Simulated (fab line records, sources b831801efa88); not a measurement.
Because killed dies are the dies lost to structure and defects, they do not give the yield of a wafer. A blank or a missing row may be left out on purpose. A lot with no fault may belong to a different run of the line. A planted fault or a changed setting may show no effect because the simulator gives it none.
The same fault as seen by 2 desks    flow gf180mcu    each desk holds nothing but its own numbers, with what lay behind them at the end

THE TOOL OWNER'S DESK: implanter-04
For each lot that ran on this tool, the mean over its sampled wafers that have a number, from the tool's own readings at GF_LVPWELL_IMPLANT_08. If a lot's mean is further than 4 standard deviations from the usual mean, the lot is out of limits and carries the mark OUT (the distance appears in the brackets).
Columns: A = beamEnergyKeV at GF_LVPWELL_IMPLANT_08, usual 169.99; B = doseIonsCm2 at GF_LVPWELL_IMPLANT_08, usual 1.5001e+13
lot   first seen here  A                 B
L161  day 6 22:14      169.97            1.5004e+13
L162  day 7 03:07      170.03            1.5014e+13
L164  day 7 14:47      166.14 (-66) OUT  1.4986e+13
L165  day 7 20:04      165.95 (-70) OUT  1.4982e+13
This desk's finding: out of limits on L164, L165; first on L164, day 7 14:47 (beamEnergyKeV at GF_LVPWELL_IMPLANT_08). In limits: L161, L162.

THE METROLOGY DESK
What the gauges read, lot by lot, whatever tool the lot ran on: means of the sampled wafers that have a number. If a lot's mean is further than 4 standard deviations from the usual mean, the lot is out of limits and carries the mark OUT (the distance appears in the brackets).
Columns: A = VT_IMPLANT_3_TW at GF_VT_IMPLANT_TW_MEAS_32, usual 266.8
lot   first seen here  A
L148  day 6 22:43      267.4
L151  day 7 16:18      268.3
L152  day 8 00:17      265.1
L153  day 8 07:38      263.6
L155  day 8 20:37      267.0
L159  day 9 22:26      268.3
L160  day 10 04:53     270.5
L161  day 10 08:53     264.4
L162  day 10 16:46     268.0
L163  day 11 01:43     264.2
L164  day 11 06:04     264.2
L165  day 11 12:14     264.3
L166  day 11 19:45     268.0
L171  day 13 10:52     268.8
Result from this desk: across the 14 lots, nothing is out of limits.

TAKEN TOGETHER
At day 7 14:47, on L164, L165, the tool owner's desk was in a position to raise an alarm.
From the metrology desk's view, nothing was out of limits.
The metrology desk has L164, L165 on record, within its limits.
On implanter-04, each named lot ran GF_LVPWELL_IMPLANT_08.

WHAT HAD BEEN PUT IN BY THE SIMULATOR
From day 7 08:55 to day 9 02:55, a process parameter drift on implanter-04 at GF_LVPWELL_IMPLANT_08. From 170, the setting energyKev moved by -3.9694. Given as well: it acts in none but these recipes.
Shown lots that were struck: L164, L165.
How many hours passed from the start of the fault until each desk's first out-of-limits reading: the tool owner's desk, 6.
